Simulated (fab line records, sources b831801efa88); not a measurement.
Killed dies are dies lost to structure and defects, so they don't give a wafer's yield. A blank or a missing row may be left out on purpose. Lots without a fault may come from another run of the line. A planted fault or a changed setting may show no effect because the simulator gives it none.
fab line records | flow sky130 | part 1 of 2: steps 1 to 28 of 36
record lots=5 wafers=15 last_day=49
route steps=708 shown VIA1@469 METAL2@483
lots that met no fault: from a run of the same line without faults
start_h: hours from the record's first day to the start of the lot's first wafer shown | wait_h: hours since the lot's step before | " the same as in the row above | L1.1+2: a row that stands for several wafers | - no value, or no start given | * or withheld: withheld | < > ~ a bound
route shown NAME@n: a module of which the file shows steps, and the number in the route of the first | usual: mean/standard deviation of fault-free wafers | same: alike in all rows | chamber/n: place in a boat | sites: the reading at each site | _std_site: their standard deviation | _edge_site: outer sites' mean less inner sites' | radius_mm: how far each site lies from the wafer's centre | mask NAME#n: copy n | behind: the tool/chamber that last shaped the wafer | hold: why the lot was held/for how many hours/how that ended | device: the transistor (n, p or np) that didn't switch | end of line: the same wafers' tests at the end of the route | a step without rows: its recipe alone | killed: dies lost to structure and defects at the first sort, not the wafer's yield | map: a wafer's dies, x killed, . not, _ none there
set.NAME: the setting as run; set.NAME@STEP: as run at that earlier step | model.NAME: the simulator's own value behind a step, which no gauge read
lots at some steps of the route; a table a step, a row a wafer
services: from which hour (start_h, from the record's first day; less than 0 if before it) a tool's chamber was out of use, for how many hours, and why
## steps
# step SKY_VIA1_DEVELOP_11
# recipe develop_time_s=60 resist=KrF-thick dev_temp_c=21
# usual developer_temp_C=21.00/0.098
# columns lot.wafer tool chamber start_h wait_h developer_temp_C
L079.2 litho_track-04 0 - - 20.82
L079.4 " 0 " " 20.99
L079.5 " 0 " " 21.06
L084.3 litho_track-03 0 - - 21.05
L084.5 " 0 " " 20.91
L084.6 " 0 " " 21.01
L086.2 litho_track-04 0 - - 21.14
L086.5 " 0 " " 21.06
L086.6 " 0 " " 21.00
L087.1 litho_track-03 0 - - 20.90
L087.5 " 0 " " 21.11
L087.6 " 0 " " 21.06
L090.1 litho_track-04 0 - - 20.94
L090.2 " 0 " " 21.06
L090.6 " 0 " " 20.96
# step SKY_VIA1_CD_MEAS_12
# recipe target_cd_nm=150
# usual cd_nm=150.3/1.5
# columns lot.wafer tool chamber start_h wait_h cd_nm
L079.2 cd_sem-01 - 835.04 - 151.0
L079.4 " - " " 151.3
L079.5 " - " " 150.1
L084.3 cd_sem-02 - 865.23 - 150.5
L084.5 " - " " 148.8
L084.6 " - " " 150.9
L086.2 cd_sem-01 - 876.09 - 150.4
L086.5 " - " " 148.5
L086.6 " - " " 149.9
L087.1 cd_sem-01 - 889.29 - 151.7
L087.5 " - " " 151.0
L087.6 " - " " 150.8
L090.1 cd_sem-02 - 915.42 - 150.4
L090.2 " - " " 150.0
L090.6 " - " " 150.3
# step SKY_VIA1_OVL_MEAS_13
# usual VIA1_OVL=0/4.1
# columns lot.wafer tool chamber start_h wait_h VIA1_OVL[nm]
L079.2 overlay-02 - 835.15 0.1 -1
L079.4 " - " " 1
L079.5 " - " " -9
L084.3 overlay-02 - 865.32 0.1 -3
L084.5 " - " " 1
L084.6 " - " " 1
L086.2 overlay-01 - 876.20 0.1 6
L086.5 " - " " -2
L086.6 " - " " 1
L087.1 overlay-01 - 889.41 0.1 0
L087.5 " - " " -1
L087.6 " - " " -1
L090.1 overlay-01 - 915.54 0.1 7
L090.2 " - " " 3
L090.6 " - " " 4
# step SKY_VIA1_ETCH_14
# recipe chemistry=N2/H2 target=BARC ion_energy_ev=200 source_w=500 bias_w=100 pressure_mtorr=30 n2_flow_sccm=100 h2_flow_sccm=200 stop_on=SiO2 time_s=45.9 target_depth_a=600
# usual drypump_motor_current_A=5.7/0.54 h2_flow_sccm=200.0/0.57 oes_product_au=0.855/0.0047 throttle_valve_pct=13.225/0.0093
# columns lot.wafer tool chamber start_h wait_h drypump_motor_current_A h2_flow_sccm oes_product_au rf_hours_counter_h throttle_valve_pct
L079.2 rie_diel-01 1 835.18 0.0 5.6 200.5 0.857 7 13.213
L079.4 " 0 " " 6.4 200.4 0.850 15 13.220
L079.5 " 0 " " 6.3 199.5 0.862 - 13.231
L084.3 rie_diel-01 3 865.35 0.0 5.4 201.1 0.856 11 13.220
L084.5 " 1 " " 5.6 200.1 0.854 - 13.229
L084.6 " 0 " " 6.4 200.2 0.856 - 13.213
L086.2 rie_diel-03 3 876.23 0.0 5.6 200.4 0.849 9 13.204
L086.5 " 2 " " 5.7 200.5 0.859 - 13.227
L086.6 " 1 " " 5.9 200.2 0.849 - 13.221
L087.1 rie_diel-03 2 889.45 0.0 5.6 200.4 0.856 13 13.207
L087.5 " 0 " " 6.4 199.8 0.852 - 13.230
L087.6 " 3 " " 5.6 200.6 0.852 - 13.224
L090.1 rie_diel-04 1 915.58 0.0 5.2 199.9 0.854 12 13.230
L090.2 " 2 " " 5.6 200.5 0.856 24 13.218
L090.6 " 0 " " 6.8 200.7 0.857 - 13.246
# step SKY_VIA1_ETCH_15
# recipe target=SiO2 chemistry=C4F8/O2/Ar target_depth_nm=351 stop_on=TiN mask_material=KrF-thick source_w=1500 bias_w=1200 pressure_mtorr=40 c4f8_flow_sccm=withheld O2_flow_sccm=6 Ar_flow_sccm=300 time_s=54
# usual oes_product_au=0.979/0.0064
# columns lot.wafer tool chamber start_h wait_h oes_product_au rf_hours_counter_h
L079.2 rie_diel-01 1 835.22 0.0 0.974 7
L079.4 " 0 " " 0.981 15
L079.5 " 0 " " 0.979 -
L084.3 rie_diel-01 2 865.39 0.0 0.984 11
L084.5 " 1 " " 0.982 -
L084.6 " 2 " " 0.975 -
L086.2 rie_diel-03 3 876.27 0.0 0.982 9
L086.5 " 2 " " 0.989 -
L086.6 " 1 " " 0.973 -
L087.1 rie_diel-03 2 889.49 0.0 0.980 13
L087.5 " 0 " " 0.972 -
L087.6 " 3 " " 0.977 -
L090.1 rie_diel-04 1 915.62 0.0 0.970 12
L090.2 " 2 " " 0.976 24
L090.6 " 0 " " 0.983 -
# step SKY_VIA1_STRIP_16
# recipe chemistry=O2/N2 power_w=1400 pressure_mtorr=1500 platen_temp_c=withheld o2_flow_sccm=3000 n2_flow_sccm=300 overash_fraction=0.5
# usual drypump_motor_current_A=5.63/0.15 oes_product_au=0.416/0.005 strip_time_to_endpoint_s=4.465/0.021
# columns lot.wafer tool chamber start_h wait_h drypump_motor_current_A oes_product_au rf_hours_counter_h strip_time_to_endpoint_s
L079.2 plasma_asher-03 0 835.26 0.0 5.62 0.415 39 4.470
L079.4 " 0 " " 5.62 0.413 - 4.413
L079.5 " 0 " " 5.62 0.412 - 4.413
L084.3 plasma_asher-01 1 865.47 0.1 5.94 0.417 - 4.481
L084.5 " 1 " " 5.93 0.421 - 4.481
L084.6 " 0 " " 5.47 0.423 - 4.469
L086.2 plasma_asher-04 1 876.31 0.0 5.40 0.416 76 4.454
L086.5 " 1 " " 5.44 0.414 - 4.462
L086.6 " 0 " " 5.65 0.412 - 4.461
L087.1 plasma_asher-03 1 889.54 0.0 5.65 0.411 44 4.478
L087.5 " 1 " " 5.70 0.418 - 4.504
L087.6 " 0 " " 5.64 0.413 - 4.499
L090.1 plasma_asher-04 1 915.67 0.0 5.42 0.410 79 4.492
L090.2 " 0 " " 5.70 0.423 79 4.458
L090.6 " 1 " " 5.39 0.409 - 4.479
# step SKY_VIA1_STRIP_17
# recipe chemistry=post_etch_residue_remover time_s=1200 temp_c=72.5
# columns lot.wafer tool chamber start_h wait_h
L079.2+4+5 wet_bench-03 0 835.36 0.1
L084.3+5+6 wet_bench-01 3 865.54 0.0
L086.2+5+6 wet_bench-03 0 876.41 0.1
L087.1+5+6 wet_bench-03 0 889.64 0.1
L090.1+2+6 wet_bench-03 0 915.77 0.1
# step SKY_VIA1_CLEAN_18
# recipe chemistry=IPA time_s=180 temp_c=25
# columns lot.wafer tool chamber start_h wait_h
L079.2+4+5 wet_bench-02 0 835.74 0.0
L084.3+5+6 wet_bench-02 2 865.91 0.0
L086.2+5+6 wet_bench-01 1 876.76 0.0
L087.1+5+6 wet_bench-02 1 889.98 0.0
L090.1+2+6 wet_bench-02 0 916.11 0.0
# step SKY_VIA1_CLEAN_19
# recipe chemistry=O3/DIW dry=n2_spin
# columns lot.wafer tool chamber start_h wait_h
L079.2+4+5 wet_bench-01 1 835.80 0.0
L084.3+5+6 wet_bench-03 3 865.97 0.0
L086.2+5+6 wet_bench-03 3 876.87 0.0
L087.1+5+6 wet_bench-01 2 890.04 0.0
L090.1+2+6 wet_bench-01 2 916.17 0.0
# step SKY_VIA1_SPUTTER_20
# recipe material=TiN target_thk_nm=20 chamber_pressure_pa=5 power_w=4000 time_s=80
# usual throttle_valve_pct=30.1/1.1
# columns lot.wafer tool chamber start_h wait_h throttle_valve_pct
L079.2 pvd_sputter-03 - 835.89 0.0 30.7
L079.4 " - " " 30.6
L079.5 " - " " 30.6
L084.3 pvd_sputter-03 - 866.06 0.0 30.5
L084.5 " - " " 30.4
L084.6 " - " " 30.6
L086.2 pvd_sputter-03 - 876.96 0.0 29.8
L086.5 " - " " 29.6
L086.6 " - " " 30.4
L087.1 pvd_sputter-03 - 890.22 0.0 30.6
L087.5 " - " " 29.7
L087.6 " - " " 28.5
L090.1 pvd_sputter-03 - 916.26 0.0 30.3
L090.2 " - " " 30.6
L090.6 " - " " 30.6
# step SKY_VIA1_CVD_21
# recipe material=W target_thk_nm=270 time_s=80.902 temp_c=400 pressure_torr=40
# usual heater_power_w=816/52
# columns lot.wafer tool chamber start_h wait_h heater_power_w
L079.2 cvd_w-01 1 835.95 0.0 833
L079.4 " 1 " " 811
L079.5 " 0 " " 783
L084.3 cvd_w-01 0 866.16 0.1 781
L084.5 " 0 " " 779
L084.6 " 1 " " 834
L086.2 cvd_w-01 1 877.03 0.0 841
L086.5 " 1 " " 838
L086.6 " 0 " " 798
L087.1 cvd_w-02 1 890.28 0.0 773
L087.5 " 1 " " 786
L087.6 " 0 " " 893
L090.1 cvd_w-01 1 916.32 0.0 820
L090.2 " 0 " " 787
L090.6 " 1 " " 838
# step SKY_VIA1_RS_MEAS_22
# recipe thk_meas_gauge=four-point-probe reads=W_of_VIA1_CVD_21+TiN_of_VIA1_SPUTTER_20
# usual VIA1_W_RS=0.432/0.0042
# columns lot.wafer tool chamber start_h wait_h VIA1_W_RS[ohm/sq]
L079.2 film_metro-03 - 836.06 0.1 0.425
L079.4 " - " " 0.425
L079.5 " - " " 0.430
L084.3 film_metro-03 - 866.26 0.1 0.435
L084.5 " - " " 0.432
L084.6 " - " " 0.432
L086.2 film_metro-03 - 877.14 0.1 0.433
L086.5 " - " " 0.430
L086.6 " - " " 0.433
L087.1 film_metro-04 - 890.37 0.1 0.426
L087.5 " - " " 0.432
L087.6 " - " " 0.425
L090.1 film_metro-03 - 916.41 0.1 0.432
L090.2 " - " " 0.426
L090.6 " - " " 0.433
# step SKY_VIA1_THK_MEAS_23
# recipe thk_meas_gauge=xrf reads=W_of_VIA1_CVD_21
# usual VIA1_W_THK=265/3.1
# columns lot.wafer tool chamber start_h wait_h VIA1_W_THK[nm]
L079.2 film_metro-03 - 836.17 0.1 269
L079.4 " - " " 270
L079.5 " - " " 267
L084.3 film_metro-03 - 866.36 0.1 265
L084.5 " - " " 266
L084.6 " - " " 268
L086.2 film_metro-03 - 877.25 0.1 266
L086.5 " - " " 269
L086.6 " - " " 264
L087.1 film_metro-04 - 890.49 0.1 267
L087.5 " - " " 264
L087.6 " - " " 268
L090.1 film_metro-03 - 916.53 0.1 268
L090.2 " - " " 269
L090.6 " - " " 268
# step SKY_VIA1_CMP_24
# recipe stop_on=SiO2 t_overpolish_s=15 down_force_psi=3.5 platen_rpm=60 target_thk_nm=0 pad_velocity_m_s=0.94248
# usual head_pressure_psi=3.499/0.0068 motor_current_A=11.1/1.3 overpolish_run_s=15.001/0.009 slurry_flow_ml_min=150.0/0.46 time_to_endpoint_s=64/3.9
# columns lot.wafer tool chamber start_h wait_h head_pressure_psi motor_current_A overpolish_run_s slurry_flow_ml_min time_to_endpoint_s
L079.4 cmp-01 1 836.22 0.0 3.503 10.3 15.006 149.9 71
L079.2 " 3 " " 3.505 10.0 15.012 149.3 69
L079.5 " 1 " " 3.512 10.4 15.017 150.4 69
L084.3 cmp-01 1 866.40 0.0 3.499 11.0 15.015 150.0 66
L084.5 " 1 " " 3.496 10.6 14.998 150.0 68
L084.6 " 2 " " 3.501 9.9 15.015 150.1 64
L086.2 cmp-02 3 877.40 0.1 3.494 13.5 15.006 149.2 66
L086.6 " 1 " " 3.504 10.4 15.001 150.4 65
L086.5 " 2 " " 3.497 11.5 14.993 150.2 57
L087.1 cmp-01 2 890.60 0.1 3.491 9.7 14.993 150.1 62
L087.6 " 1 " " 3.502 10.3 15.004 150.3 62
L087.5 " 2 " " 3.491 10.0 14.985 149.6 62
L090.1 cmp-01 3 916.69 0.1 3.501 9.9 14.984 149.4 68
L090.2 " 0 " " 3.513 10.9 15.016 149.2 64
L090.6 " 1 " " 3.498 11.2 14.999 149.9 66
# step SKY_METAL2_SPUTTER_00
# recipe material=Ti target_thk_nm=15 power_w=3000 time_s=10 chamber_pressure_pa=0.4
# usual throttle_valve_pct=30.2/1.2
# columns lot.wafer tool chamber start_h wait_h throttle_valve_pct
L079.2 pvd_sputter-01 - 836.52 0.1 32.6
L079.4 " - " " 32.2
L079.5 " - " " 28.2
L084.3 pvd_sputter-01 - 866.70 0.2 30.3
L084.5 " - " " 29.9
L084.6 " - " " 28.3
L086.2 pvd_sputter-02 - 877.60 0.1 30.6
L086.5 " - " " 30.6
L086.6 " - " " 30.7
L087.1 pvd_sputter-01 - 890.85 0.2 28.5
L087.5 " - " " 32.6
L087.6 " - " " 30.1
L090.1 pvd_sputter-02 - 916.89 0.1 29.2
L090.2 " - " " 30.8
L090.6 " - " " 30.5
# step SKY_METAL2_SPUTTER_01
# recipe material=TiN target_thk_nm=20 power_w=6500 time_s=16.7 chamber_pressure_pa=0.4
# usual throttle_valve_pct=30.2/1.2
# columns lot.wafer tool chamber start_h wait_h throttle_valve_pct
L079.2 pvd_sputter-01 - 836.54 0.0 32.5
L079.4 " - " " 32.2
L079.5 " - " " 28.7
L084.3 pvd_sputter-01 - 866.72 0.0 30.0
L084.5 " - " " 29.9
L084.6 " - " " 28.5
L086.2 pvd_sputter-02 - 877.62 0.0 30.9
L086.5 " - " " 30.5
L086.6 " - " " 31.0
L087.1 pvd_sputter-01 - 890.88 0.0 28.7
L087.5 " - " " 32.3
L087.6 " - " " 30.4
L090.1 pvd_sputter-02 - 916.91 0.0 29.4
L090.2 " - " " 31.1
L090.6 " - " " 30.6
# step SKY_METAL2_SPUTTER_02
# recipe material=AlCu target_thk_nm=250 power_w=10600 time_s=13.3 chamber_pressure_pa=0.4
# usual throttle_valve_pct=30.2/1.2
# columns lot.wafer tool chamber start_h wait_h throttle_valve_pct
L079.2 pvd_sputter-01 - 836.57 0.0 32.4
L079.4 " - " " 32.4
L079.5 " - " " 28.8
L084.3 pvd_sputter-01 - 866.75 0.0 30.1
L084.5 " - " " 29.9
L084.6 " - " " 28.4
L086.2 pvd_sputter-02 - 877.65 0.0 30.8
L086.5 " - " " 30.9
L086.6 " - " " 30.8
L087.1 pvd_sputter-01 - 890.90 0.0 28.5
L087.5 " - " " 32.3
L087.6 " - " " 30.2
L090.1 pvd_sputter-02 - 916.94 0.0 29.0
L090.2 " - " " 31.0
L090.6 " - " " 30.4
# step SKY_METAL2_SPUTTER_03
# recipe material=Ti target_thk_nm=5 power_w=3000 time_s=3.3 chamber_pressure_pa=0.4
# usual throttle_valve_pct=30.2/1.2
# columns lot.wafer tool chamber start_h wait_h throttle_valve_pct
L079.2 pvd_sputter-01 - 836.59 0.0 32.3
L079.4 " - " " 32.1
L079.5 " - " " 28.5
L084.3 pvd_sputter-01 - 866.77 0.0 29.7
L084.5 " - " " 29.8
L084.6 " - " " 28.4
L086.2 pvd_sputter-02 - 877.67 0.0 31.0
L086.5 " - " " 30.5
L086.6 " - " " 31.1
L087.1 pvd_sputter-01 - 890.93 0.0 28.5
L087.5 " - " " 32.4
L087.6 " - " " 30.1
L090.1 pvd_sputter-02 - 916.96 0.0 28.9
L090.2 " - " " 30.9
L090.6 " - " " 30.6
# step SKY_METAL2_SPUTTER_04
# recipe material=TiN target_thk_nm=70 power_w=6500 time_s=58.3 chamber_pressure_pa=0.4
# usual throttle_valve_pct=30.2/1.2
# columns lot.wafer tool chamber start_h wait_h throttle_valve_pct
L079.2 pvd_sputter-01 - 836.61 0.0 31.9
L079.4 " - " " 32.1
L079.5 " - " " 28.6
L084.3 pvd_sputter-01 - 866.79 0.0 30.2
L084.5 " - " " 30.1
L084.6 " - " " 28.7
L086.2 pvd_sputter-02 - 877.69 0.0 30.5
L086.5 " - " " 30.4
L086.6 " - " " 30.9
L087.1 pvd_sputter-01 - 890.94 0.0 28.5
L087.5 " - " " 32.4
L087.6 " - " " 29.7
L090.1 pvd_sputter-02 - 916.98 0.0 29.2
L090.2 " - " " 30.9
L090.6 " - " " 30.6
# step SKY_METAL2_RS_MEAS_05
# recipe thk_meas_gauge=four-point-probe reads=TiN_of_METAL2_SPUTTER_04+Ti_of_METAL2_SPUTTER_03+AlCu_of_METAL2_SPUTTER_02+TiN_of_METAL2_SPUTTER_01+Ti_of_METAL2_SPUTTER_00
# usual METAL2_ALCU_RS=0.1263/0.0017
# columns lot.wafer tool chamber start_h wait_h METAL2_ALCU_RS[ohm/sq]
L079.2 film_metro-01 - 836.68 0.0 0.1244
L079.4 " - " " 0.1239
L079.5 " - " " 0.1244
L084.3 film_metro-01 - 866.88 0.1 0.1254
L084.5 " - " " 0.1256
L084.6 " - " " 0.1246
L086.2 film_metro-03 - 877.76 0.0 0.1270
L086.5 " - " " 0.1269
L086.6 " - " " 0.1274
L087.1 film_metro-04 - 890.99 0.0 0.1231
L087.5 " - " " 0.1240
L087.6 " - " " 0.1251
L090.1 film_metro-04 - 917.03 0.0 0.1276
L090.2 " - " " 0.1280
L090.6 " - " " 0.1268
# step SKY_METAL2_THK_MEAS_06
# recipe thk_meas_gauge=xrf reads=AlCu_of_METAL2_SPUTTER_02
# usual METAL2_ALCU_THK=253/4.1
# columns lot.wafer tool chamber start_h wait_h METAL2_ALCU_THK[nm]
L079.2 film_metro-01 - 836.79 0.1 260
L079.4 " - " " 261
L079.5 " - " " 259
L084.3 film_metro-01 - 866.98 0.1 257
L084.5 " - " " 258
L084.6 " - " " 257
L086.2 film_metro-03 - 877.87 0.1 252
L086.5 " - " " 251
L086.6 " - " " 251
L087.1 film_metro-04 - 891.11 0.1 258
L087.5 " - " " 257
L087.6 " - " " 252
L090.1 film_metro-04 - 917.15 0.1 248
L090.2 " - " " 248
L090.6 " - " " 252
# step SKY_METAL2_DEHYDRATE_07
# recipe temp_c=200 time_s=60
# columns lot.wafer tool chamber start_h wait_h
L079.2+4+5 litho_track-03 0 848.67 11.9
L084.3+5+6 litho_track-02 0 879.28 12.3
L086.2+5+6 litho_track-01 0 890.91 13.0
L087.1+5+6 litho_track-01 0 902.64 11.5
L090.1+2+6 litho_track-02 0 928.03 10.9
# step SKY_METAL2_HMDS_08
# recipe prime_time_s=60 prime_temp_c=120
# usual prime_temp_c=120.02/0.12
# columns lot.wafer tool chamber start_h wait_h prime_temp_c
L079.2 litho_track-03 0 848.82 0.1 119.94
L079.4 " 0 " " 120.10
L079.5 " 0 " " 119.99
L084.3 litho_track-02 0 879.43 0.1 120.16
L084.5 " 0 " " 119.99
L084.6 " 0 " " 120.09
L086.2 litho_track-01 0 891.06 0.1 120.11
L086.5 " 0 " " 120.14
L086.6 " 0 " " 120.16
L087.1 litho_track-01 0 902.79 0.1 120.07
L087.5 " 0 " " 119.97
L087.6 " 0 " " 120.08
L090.1 litho_track-02 0 928.18 0.1 120.17
L090.2 " 0 " " 119.97
L090.6 " 0 " " 120.17
# step SKY_METAL2_COAT_09
# recipe resist=BARC temp_c=withheld time_s=withheld spin_rpm=3000 resist_thk_nm=60
# columns lot.wafer tool chamber start_h wait_h
L079.2+4+5 litho_track-03 0 848.97 0.1
L084.3+5+6 litho_track-02 0 879.58 0.1
L086.2+5+6 litho_track-01 0 891.21 0.1
L087.1+5+6 litho_track-01 0 902.94 0.1
L090.1+2+6 litho_track-02 0 928.33 0.1
# step SKY_METAL2_COAT_10
# recipe resist=KrF-thick spin_rpm=3000 resist_thk_nm=450
# columns lot.wafer tool chamber start_h wait_h
L079.2+4+5 litho_track-03 0 - -
L084.3+5+6 litho_track-02 0 - -
L086.2+5+6 litho_track-01 0 - -
L087.1+5+6 litho_track-01 0 - -
L090.1+2+6 litho_track-02 0 - -
# step SKY_METAL2_SOFTBAKE_11
# recipe temp_c=100 time_s=90 resist=KrF-thick
# columns lot.wafer tool chamber start_h wait_h
L079.2+4+5 litho_track-03 0 - -
L084.3+5+6 litho_track-02 0 - -
L086.2+5+6 litho_track-01 0 - -
L087.1+5+6 litho_track-01 0 - -
L090.1+2+6 litho_track-02 0 - -
# step SKY_METAL2_EXPOSE_12
# recipe mask_id=MM2 na=0.8 source_shape=annular sigma_inner=0.55 sigma_outer=0.85 target_cd_nm=140 dose_mj=28
# columns lot.wafer tool chamber start_h wait_h mask
L079.2+4+5 krf_scanner-02 0 - - MM2#0
L084.3+5+6 krf_scanner-02 0 - - MM2#0
L086.2+5+6 krf_scanner-02 0 - - MM2#0
L087.1+5+6 krf_scanner-01 0 - - MM2#0
L090.1+2+6 krf_scanner-02 0 - - MM2#0
# step SKY_METAL2_PEB_13
# recipe peb_temp_c=withheld peb_time_s=withheld resist=KrF-thick
# columns lot.wafer tool chamber start_h wait_h
L079.2+4+5 litho_track-02 0 - -
L084.3+5+6 litho_track-02 0 - -
L086.2+5+6 litho_track-03 0 - -
L087.1+5+6 litho_track-03 0 - -
L090.1+2+6 litho_track-02 0 - -
